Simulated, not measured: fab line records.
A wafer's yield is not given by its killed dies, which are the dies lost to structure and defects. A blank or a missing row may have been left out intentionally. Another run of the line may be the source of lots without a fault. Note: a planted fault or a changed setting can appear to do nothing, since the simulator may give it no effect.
The tool behind it: which one? -- flow sky130 -- Sampling: 12 lots, 36 wafers, 2 of 708 route steps

WHAT THE GAUGES SHOWED, per wafer
SKY_VT_ADJUST_NCORE_TW_MEAS_11.
lot,measured,on,VT_ADJUST_NCORE_TW
L075,day 8 19:12,film_metro-01,214.5 215.6 214.8
L077,day 9 15:40,film_metro-01,216.2 216.3 217.3
L079,day 10 05:34,film_metro-04,218.6 218.0 218.2
L081,day 10 14:57,film_metro-04,218.6 219.5 218.5
L083,day 11 05:36,film_metro-04,221.0 219.3 218.1
L085,day 11 20:48,film_metro-04,218.7 219.8 219.3
L087,day 12 08:12,film_metro-02,217.1 218.5 217.7
L089,day 12 21:37,film_metro-01,216.5 215.7 214.6
L091,day 13 14:47,film_metro-01,215.9 215.5 215.0
L093,day 14 06:19,film_metro-04,217.2 218.1 219.3
L095,day 14 18:27,film_metro-02,217.2 217.9 217.5
L097,day 15 06:06,film_metro-01,216.1 215.7 216.7

WHICH TOOL RAN EACH LOT (tool, then ch and the chambers of the sampled wafers, then the start)
lot,SKY_VT_ADJUST_HVTP_STRIP_10
L075,"plasma_asher-03 ch 0,1, day 6 06:17"
L077,"plasma_asher-04 ch 0, day 7 00:33"
L079,"plasma_asher-04 ch 1, day 7 13:45"
L081,"plasma_asher-03 ch 0,1, day 7 22:09"
L083,"plasma_asher-04 ch 0,1, day 8 11:38"
L085,"plasma_asher-02 ch 0,1, day 9 03:08"
L087,"plasma_asher-02 ch 0,1, day 9 11:09"
L089,"plasma_asher-04 ch 0,1, day 10 00:44"
L091,"plasma_asher-03 ch 0,1, day 10 13:09"
L093,"plasma_asher-02 ch 0,1, day 11 04:21"
L095,"plasma_asher-03 ch 0,1, day 11 14:48"
L097,"plasma_asher-03 ch 0,1, day 12 03:15"
- SKY_VT_ADJUST_HVTP_STRIP_10: strips in O2/N2.

THE ANSWER, worked out from the rows above alone
Rule: the lots themselves supply what counts as usual. The widest of any qualifying gaps counts: lots, ordered by their means at a reading, are off when they make up no more than a third of the lots, leave a main group of 4 or more, and stand apart from it by 3 or more times the standard deviation of that group's means. A main group whose means are all the same, to the digits that the tables above print for the reading, isn't used. Also off: a lot with no number at a reading for which 4 or more lots have one. Where the step has rows for the other lots, those lots are counted as sound.
No lot is off at any reading shown: from this, nothing can be told.

WHAT THE SIMULATOR HAD PUT IN
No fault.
